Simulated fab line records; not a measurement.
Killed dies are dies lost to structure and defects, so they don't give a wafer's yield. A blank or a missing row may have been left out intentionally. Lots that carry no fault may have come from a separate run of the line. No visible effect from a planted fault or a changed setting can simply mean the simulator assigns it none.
The tool behind it: which one? | flow gf180mcu | Sampling: 7 lots, 21 wafers, 2 of 602 route steps

WHAT THE GAUGES SHOWED, per wafer
GF_SAB_THK_MEAS_01.
lot  | measured     | on           | SAB_CVD_00_THK (nm)
L800 | day 14 13:52 | filmMetro-02 | 49.7 49.8 51.4
L802 | day 15 04:47 | filmMetro-01 | 49.9 51.4 51.0
L805 | day 16 07:01 | filmMetro-02 | 50.6 49.7 51.0
L807 | day 17 08:26 | filmMetro-04 | 50.1 51.6 51.3
L814 | day 20 00:56 | filmMetro-04 | 49.6 50.0 50.1
L818 | day 20 22:11 | filmMetro-01 | 43.0 44.4 44.3
L820 | day 21 16:02 | filmMetro-04 | 49.9 49.6 50.8

TOOL THAT RAN EACH LOT (tool first, then ch and the chambers of the sampled wafers, then the start)
lot  | GF_SAB_CVD_00
L800 | pecvd-02 ch 0,2, day 14 13:51
L802 | pecvd-02 ch 0,1,2, day 15 04:46
L805 | pecvd-02 ch 0,1,2, day 16 07:00
L807 | pecvd-02 ch 0,1,2, day 17 08:25
L814 | pecvd-03 ch 0,1,2, day 20 00:54
L818 | pecvd-02 ch 0,1,2, day 20 22:09
L820 | pecvd-03 ch 0,1, day 21 16:01
- GF_SAB_CVD_00: deposits SiO2 from TEOS, target thk 50 nm, time 4.9302 s.

THE ANSWER, worked out from the rows above alone
Rule: usual is defined by the lots themselves. The widest of any qualifying gaps counts: lots, ordered by their means at a reading, are off when they make up no more than a third of the lots, leave a main group of 4 or more, and stand apart from it by 3 or more times the standard deviation of that group's means. A main group is skipped when, at the precision printed for the reading in the tables above, its means are all equal. Also off: a lot with no number at a reading for which 4 or more lots have one. All remaining lots with rows at the step are treated as sound.
Off: L818, at GF_SAB_THK_MEAS_01 (SAB_CVD_00_THK). Main group: mean 50.4 nm, sd 0.38.
A tool fits if, at a process step before that reading, it ran every lot that is off, and no sound lot after the first of them. Those tools and the gauges at GF_SAB_THK_MEAS_01 are tried in the same way. Can't be told from this: 2 tools fit, pecvd-02 at GF_SAB_CVD_00, filmMetro-01 at GF_SAB_THK_MEAS_01.

WHAT THE SIMULATOR PUT IN
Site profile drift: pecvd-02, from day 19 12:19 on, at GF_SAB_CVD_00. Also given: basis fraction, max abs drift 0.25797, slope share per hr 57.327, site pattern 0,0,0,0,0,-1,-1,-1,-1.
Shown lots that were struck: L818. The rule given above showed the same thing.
